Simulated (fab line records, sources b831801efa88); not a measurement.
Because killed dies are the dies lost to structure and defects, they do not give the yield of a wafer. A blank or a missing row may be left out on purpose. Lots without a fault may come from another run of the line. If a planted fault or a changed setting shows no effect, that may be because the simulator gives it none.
fab line records	flow sfq-line
[record] lots = 13	wafers = 38	last-day = 82
route steps=325 shown I2@104 A5B@211 I5@235
lots untouched by any fault: they come from a run of this same line in which no faults occurred
start-h: hours from the record's first day to the start of the lot's first wafer shown	wait-h: hours from the lot's prior step to this one	" identical to the entry in the row above	L1.1+2: several wafers, shown together as one row	- no value, or no start was given	* or withheld: withheld	< > ~ a bound
route shown NAME@n: a module of which the file shows steps, and the number in the route of the first	usual: mean/standard deviation taken from wafers without a fault	same: alike in all rows	chamber/n: place in a boat	sites: readings site by site	_std_site: standard deviation across them	_edge_site: inner sites' mean taken away from outer sites' mean	radius-mm: for every site, how far away it sits from the centre of the wafer	mask NAME#n: copy n	behind: the tool/chamber that last shaped the wafer	hold: why the lot was held/for how many hours/how that ended	device: transistor that didn't switch, given as n, p or np	end of line: at the end of the route, the tests of the same wafers	step lacking rows: just its recipe	killed: count of dies lost to structure and defects at first sort (not the wafer's yield)	map: the dies of a wafer, with x for killed, . for not killed, _ for no die there
set.NAME: the setting the step ran with; set.NAME@STEP: the setting that earlier step ran with	model.NAME: the simulator's own value behind a step, which no gauge read
the route's steps for a sample of lots (tables are steps, rows are wafers)
services: from which hour (start-h, from the record's first day; less than 0 if before it) a tool's chamber was out of use, for how many hours, and why
[[steps]]
[step SFQ_TRILAYER_I2_CMP_CMP_064]
[recipe] material = SiO2	down-force-psi = 3	platen-rpm = 60	pad-velocity-m-s = 0.94248
[usual] motor-current-A = 10.7/0.99	retaining-ring-pressure-frac = 1.000/0.005	time-to-endpoint-s = 214/6.4
lot.wafer	tool	chamber	start-h	wait-h	motor-current-A	retaining-ring-pressure-frac	time-to-endpoint-s
L724.3	cmp-01	3	542.79	1.8	11.1	0.998	217
L724.4	"	0	"	"	11.9	1.000	222
L724.6	"	0	545.29	4.3	11.9	0.999	223
L725.2	cmp-01	3	551.79	0.9	12.0	1.015	214
L725.1	"	2	553.29	2.4	9.9	1.002	209
L725.6	"	3	"	"	10.6	1.012	216
L726.4	cmp-02	2	556.07	1.5	9.1	0.997	211
L726.5	"	3	"	"	9.8	1.003	219
L726.6	"	0	"	"	9.7	0.997	220
L727.3	cmp-01	2	557.47	0.5	9.9	1.002	207
L727.4	"	3	"	"	11.6	0.999	221
L727.6	"	2	559.47	2.5	9.2	0.997	220
L728.2	cmp-01	0	583.24	5.1	11.1	1.007	214
L728.3	"	1	"	"	12.7	1.007	213
L728.6	"	3	584.74	6.5	11.7	0.999	215
L729.4	cmp-01	1	594.24	8.2	11.7	0.996	212
L729.3	"	2	"	"	10.8	1.001	208
L729.2	"	0	595.74	9.8	11.5	0.996	202
L730.4	cmp-01	1	599.96	1.0	11.6	0.997	219
L730.5	"	3	600.96	2.0	11.0	1.003	219
L730.6	"	0	"	"	11.1	1.009	218
L732.2	cmp-02	0	793.31	1.5	9.4	0.993	213
L732.6	"	1	"	"	11.6	1.003	215
L732.5	"	2	"	"	9.1	0.991	216
L734.4	cmp-01	0	816.78	0.6	11.6	1.000	217
L734.3	"	3	818.28	2.1	11.1	1.001	212
L734.5	"	0	"	"	10.9	1.001	215
L737.1	cmp-01	0	837.78	8.4	10.8	0.999	202
L737.5	"	0	839.78	10.4	11.3	1.001	230
L741.1	cmp-02	2	921.12	26.6	9.5	0.997	214
L741.3	"	0	922.12	27.6	9.7	1.004	213
L741.5	"	2	923.12	28.6	9.4	1.002	211
L743.4	cmp-01	3	924.78	26.6	10.9	1.006	218
L743.2	"	1	925.78	27.7	12.4	1.000	213
L743.6	"	0	927.28	29.1	11.8	0.997	213
L744.3	cmp-02	3	927.62	28.3	9.9	0.998	204
L744.4	"	0	"	"	10.0	0.999	219
L744.2	"	1	"	"	10.2	0.996	203
[step SFQ_TRILAYER_I2_METRO_MEASURE_065]
[usual] thk-nm = 200.2/0.91
lot.wafer	tool	chamber	start-h	wait-h	thk-nm
L724.3	film-metro-02	-	546.31	0.5	200.3
L724.4	"	-	"	"	199.9
L724.6	"	-	"	"	200.2
L725.1	film-metro-01	-	554.91	0.1	199.7
L725.2	"	-	"	"	200.4
L725.6	"	-	"	"	201.5
L726.4	film-metro-04	-	558.29	0.6	201.0
L726.5	"	-	"	"	200.4
L726.6	"	-	"	"	201.9
L727.3	film-metro-02	-	560.49	0.5	200.6
L727.4	"	-	"	"	201.0
L727.6	"	-	"	"	200.6
L728.2	film-metro-02	-	585.56	0.3	199.6
L728.3	"	-	"	"	200.2
L728.6	"	-	"	"	199.3
L729.2	film-metro-01	-	597.56	0.3	201.0
L729.3	"	-	"	"	200.1
L729.4	"	-	"	"	200.6
L730.4	film-metro-02	-	602.68	0.6	199.8
L730.5	"	-	"	"	201.3
L730.6	"	-	"	"	200.8
L732.2	film-metro-04	-	795.13	0.3	199.3
L732.5	"	-	"	"	199.7
L732.6	"	-	"	"	198.8
L734.3	film-metro-01	-	820.30	0.5	199.6
L734.4	"	-	"	"	199.3
L734.5	"	-	"	"	200.4
L737.1	film-metro-04	-	840.90	0.1	220.1
L737.5	"	-	"	"	201.3
L741.1	film-metro-02	-	924.24	0.1	198.1
L741.3	"	-	"	"	199.0
L741.5	"	-	"	"	198.3
L743.2	film-metro-02	-	928.10	0.3	199.1
L743.4	"	-	"	"	200.8
L743.6	"	-	"	"	199.8
L744.2	film-metro-01	-	930.44	0.3	200.4
L744.3	"	-	"	"	200.3
L744.4	"	-	"	"	199.6
[step SFQ_TRILAYER_I2_VIA_ETCH_VIA_ETCH_070]
[recipe] target = SiO2	stop-on = Nb	mask-material = PR	taper-deg = 20	chemistry = CHF3	target-depth-nm = 260	source-w = 500	bias-w = 80	pressure-mtorr = 30	time-s = withheld
[usual] drypump-motor-current-A = 5.6/0.65	oes-product-au = 0.855/0.0051
lot.wafer	tool	chamber	start-h	wait-h	drypump-motor-current-A	oes-product-au
L724.3	rie-diel-01	2	700.88	0.0	5.6	0.849
L724.4	"	1	"	"	4.7	0.854
L724.6	"	1	"	"	4.7	0.850
L725.1	rie-diel-01	2	711.68	0.0	5.6	0.852
L725.2	"	1	"	"	4.7	0.858
L725.6	"	0	"	"	5.7	0.865
L726.4	rie-diel-03	0	714.08	0.0	5.1	0.855
L726.5	"	3	"	"	5.3	0.860
L726.6	"	0	"	"	5.1	0.857
L727.3	rie-diel-01	0	716.48	0.0	5.7	0.861
L727.4	"	1	"	"	4.7	0.861
L727.6	"	3	"	"	6.5	0.854
L728.2	rie-diel-03	0	717.81	0.0	5.1	0.861
L728.3	"	3	"	"	5.2	0.864
L728.6	"	3	"	"	5.3	0.853
L729.2	rie-diel-01	2	719.01	0.0	5.7	0.852
L729.3	"	1	"	"	4.7	0.862
L729.4	"	3	"	"	6.5	0.849
L730.4	rie-diel-03	2	720.21	0.0	6.5	0.852
L730.5	"	0	"	"	5.1	0.852
L730.6	"	3	"	"	5.3	0.856
L732.2	rie-diel-01	0	798.45	0.0	5.7	0.859
L732.5	"	3	"	"	6.5	0.849
L732.6	"	0	"	"	5.7	0.857
L734.3	rie-diel-02	1	953.98	0.0	4.8	0.853
L734.4	"	3	"	"	5.8	0.849
L734.5	"	0	"	"	6.4	0.852
L737.1	rie-diel-02	1	963.58	0.0	4.8	0.901
L737.5	"	3	"	"	5.8	0.857
L741.1	rie-diel-03	0	1032.92	0.0	5.1	0.851
L741.3	"	3	"	"	5.2	0.856
L741.5	"	0	"	"	5.1	0.851
L743.2	rie-diel-01	2	1035.32	0.0	5.6	0.852
L743.4	"	1	"	"	4.7	0.858
L743.6	"	0	"	"	5.7	0.852
L744.2	rie-diel-02	2	1039.04	0.0	5.6	0.857
L744.3	"	3	"	"	5.8	0.854
L744.4	"	0	"	"	6.4	0.859
[step SFQ_TRILAYER_A5B_METRO_MEASURE_131]
[usual] thk-nm = 340/4.4
lot.wafer	tool	chamber	start-h	wait-h	thk-nm
L724.3	film-metro-04	-	1402.55	1.9	334
L724.4	"	-	"	"	330
L724.6	"	-	"	"	333
L725.1	film-metro-04	-	1406.09	1.0	335
L725.2	"	-	"	"	344
L725.6	"	-	"	"	340
L726.4	film-metro-01	-	1408.75	2.6	337
L726.5	"	-	"	"	337
L726.6	"	-	"	"	336
L727.3	film-metro-04	-	1409.49	2.4	328
L727.4	"	-	"	"	338
L727.6	"	-	"	"	331
L728.2	film-metro-01	-	1411.35	2.2	340
L728.3	"	-	"	"	339
L728.6	"	-	"	"	348
L729.2	film-metro-04	-	1417.35	1.7	340
L729.3	"	-	"	"	335
L729.4	"	-	"	"	338
L730.4	film-metro-01	-	1420.75	2.6	341
L730.5	"	-	"	"	335
L730.6	"	-	"	"	341
L732.2	film-metro-04	-	1426.35	2.7	342
L732.5	"	-	"	"	338
L732.6	"	-	"	"	339
L734.3	film-metro-03	-	1469.90	2.9	343
L734.4	"	-	"	"	339
L734.5	"	-	"	"	344
L737.1	film-metro-04	-	1487.94	2.5	342
L737.5	"	-	"	"	338
L741.1	film-metro-01	-	1633.74	1.5	343
L741.3	"	-	"	"	344
L741.5	"	-	"	"	347
L743.2	film-metro-04	-	1644.83	2.7	343
L743.4	"	-	"	"	341
L743.6	"	-	"	"	337
L744.2	film-metro-04	-	1650.83	1.7	336
L744.3	"	-	"	"	336
L744.4	"	-	"	"	344
[step SFQ_I5_OVL_MEAS_936]
[usual] I5_OVL = -1/4.8
lot.wafer	tool	chamber	start-h	wait-h	I5_OVL[nm]
L724.3	overlay-02	-	1449.33	0.1	2
L724.4	"	-	"	"	-1
L724.6	"	-	"	"	-4
L725.1	overlay-02	-	1455.32	0.1	-3
L725.2	"	-	"	"	2
L725.6	"	-	"	"	3
L726.4	overlay-02	-	1457.74	0.1	0
L726.5	"	-	"	"	-2
L726.6	"	-	"	"	-2
L727.3	overlay-02	-	1460.13	0.1	-1
L727.4	"	-	"	"	3
L727.6	"	-	"	"	-6
L728.2	overlay-02	-	1462.52	0.1	1
L728.3	"	-	"	"	-1
L728.6	"	-	"	"	5
L729.2	overlay-02	-	1469.72	0.1	4
L729.3	"	-	"	"	3
L729.4	"	-	"	"	7
L730.4	overlay-02	-	1488.54	0.1	-9
L730.5	"	-	"	"	-2
L730.6	"	-	"	"	-13
L732.2	overlay-01	-	1591.29	0.1	-6
L732.5	"	-	"	"	-6
L732.6	"	-	"	"	-4
L734.3	overlay-01	-	1646.58	0.1	-2
L734.4	"	-	"	"	10
L734.5	"	-	"	"	4
L737.1	overlay-01	-	1651.37	0.1	2
L737.5	"	-	"	"	4
L741.1	overlay-02	-	1688.20	0.1	-7
L741.3	"	-	"	"	-3
L741.5	"	-	"	"	-2
L743.2	overlay-01	-	1701.41	0.1	-7
L743.4	"	-	"	"	-1
L743.6	"	-	"	"	3
L744.2	overlay-01	-	1708.61	0.1	0
L744.3	"	-	"	"	-3
L744.4	"	-	"	"	-1
[step SFQ_TRILAYER_I5_STRIP_STRIP_148]
[recipe] gas = O2	power-w = 200	platen-temp-c = 40	overash-fraction = 0.65	chemistry = O2	pressure-mtorr = 50
[usual] drypump-motor-current-A = 5.7/0.5	he-backside-leak-sccm = 3.4/0.38	oes-product-au = 1.000/0.0066
lot.wafer	tool	chamber	start-h	wait-h	drypump-motor-current-A	he-backside-leak-sccm	oes-product-au	rf-hours-counter-h
L724.3	rie-metal-03	0	1449.74	-	6.0	3.4	0.993	-
L724.4	"	1	"	"	5.0	3.3	0.991	-
L724.6	"	0	"	"	6.1	3.4	1.008	-
L725.1	rie-metal-03	0	1455.54	-	6.1	3.4	1.007	22
L725.2	"	1	"	"	5.0	3.2	0.992	46
L725.6	"	1	"	"	5.0	3.2	0.998	-
L726.4	rie-metal-03	1	1458.21	-	5.0	3.2	1.010	-
L726.5	"	0	"	"	6.1	3.2	1.003	-
L726.6	"	1	"	"	5.0	3.1	0.999	-
L727.3	rie-metal-03	1	1460.61	-	4.9	3.2	1.009	-
L727.4	"	0	"	"	6.0	3.3	1.005	-
L727.6	"	1	"	"	4.9	3.2	0.991	-
L728.2	rie-metal-01	1	1462.74	-	5.5	3.3	0.993	15
L728.3	"	1	"	"	5.5	3.3	0.997	-
L728.6	"	0	"	"	6.1	3.8	0.996	-
L729.2	rie-metal-03	1	1469.94	-	5.0	3.4	0.999	49
L729.3	"	0	"	"	6.1	3.4	1.008	-
L729.4	"	1	"	"	5.0	3.1	0.989	-
L730.4	rie-metal-01	0	1488.95	-	6.1	3.8	0.997	-
L730.5	"	0	"	"	6.1	3.7	0.997	-
L730.6	"	1	"	"	5.5	3.3	0.986	-
L732.2	rie-metal-03	0	1591.51	-	6.0	3.4	1.006	37
L732.5	"	0	"	"	6.1	3.3	0.999	-
L732.6	"	1	"	"	5.0	3.3	0.999	-
L734.3	rie-metal-02	1	1646.99	-	5.5	3.3	0.999	-
L734.4	"	0	"	"	6.4	3.7	0.996	-
L734.5	"	1	"	"	5.6	3.4	0.995	-
L737.1	rie-metal-02	0	1651.59	-	6.5	3.7	1.007	86
L737.5	"	0	"	"	6.5	3.7	0.998	-
L741.1	rie-metal-03	0	1688.43	-	6.0	3.3	1.007	54
L741.3	"	1	"	"	5.0	3.2	0.996	-
L741.5	"	1	"	"	4.9	3.4	0.998	-
L743.2	rie-metal-02	1	1701.63	-	5.6	3.4	0.998	42
L743.4	"	1	"	"	5.6	3.4	0.995	-
L743.6	"	0	"	"	6.4	3.6	1.003	-
L744.2	rie-metal-03	1	1708.83	-	5.0	3.5	1.001	84
L744.3	"	1	"	"	4.9	3.3	1.000	-
L744.4	"	0	"	"	6.1	3.5	1.010	-
[[services]]
tool	chamber	start-h	hours	kind
film-metro-04	-	550.99	0.7	pm
cmp-01	-	567.19	0.6	repair
cmp-01	-	575.63	0.4	repair
cmp-01	-	611.76	2.2	pm
cmp-01	-	640.86	1.8	repair
cmp-01	-	664.61	3.9	pm
cmp-01	-	677.66	0.3	repair
film-metro-04	-	735.75	0.4	pm
film-metro-04	-	739.80	0.8	pm
cmp-01	-	745.68	12.0	pm
film-metro-04	-	796.13	0.2	pm
film-metro-04	-	808.45	1.3	pm
film-metro-04	-	980.75	1.4	pm
film-metro-04	-	983.79	0.6	pm
film-metro-04	-	999.54	5.2	pm
film-metro-04	-	1041.84	0.6	pm
film-metro-04	-	1092.36	1.1	pm
film-metro-04	-	1225.75	0.3	pm
film-metro-04	-	1229.41	0.5	pm
film-metro-04	-	1285.99	0.9	pm
film-metro-04	-	1379.06	7.3	repair
film-metro-04	-	1470.75	0.3	pm
film-metro-04	-	1473.79	0.2	pm
film-metro-04	-	1530.99	0.6	pm
[[key]]
[first-sign] step = SFQ_TRILAYER_I2_METRO_MEASURE_065	reading = thk-nm	direction = up	sigmas = 22	usual = 200.2	struck = 220.1
[effect] step = SFQ_TRILAYER_I2_VIA_ETCH_VIA_ETCH_070	reading = oes-product-au	direction = up	sigmas = 9.2	usual = 0.855	struck = 0.901
met-at SFQ_TRILAYER_I2_CMP_CMP_064
struck-lots L737
struck-wafers L737.1
not-acting-at SFQ_TRILAYER_A5B_METRO_MEASURE_131,SFQ_I5_OVL_MEAS_936,SFQ_TRILAYER_I5_STRIP_STRIP_148
onset-between 816.78 837.78
[fault] kind = process-parameter-drift	tool = cmp-01	chamber = -	onset-h = 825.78	steps = SFQ_TRILAYER_I2_CMP_CMP_064	channel = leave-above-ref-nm	offset = 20	shape = step	end-h = 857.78	scope = struck-wafers-only	acts-in = these-recipes-only	stated = 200
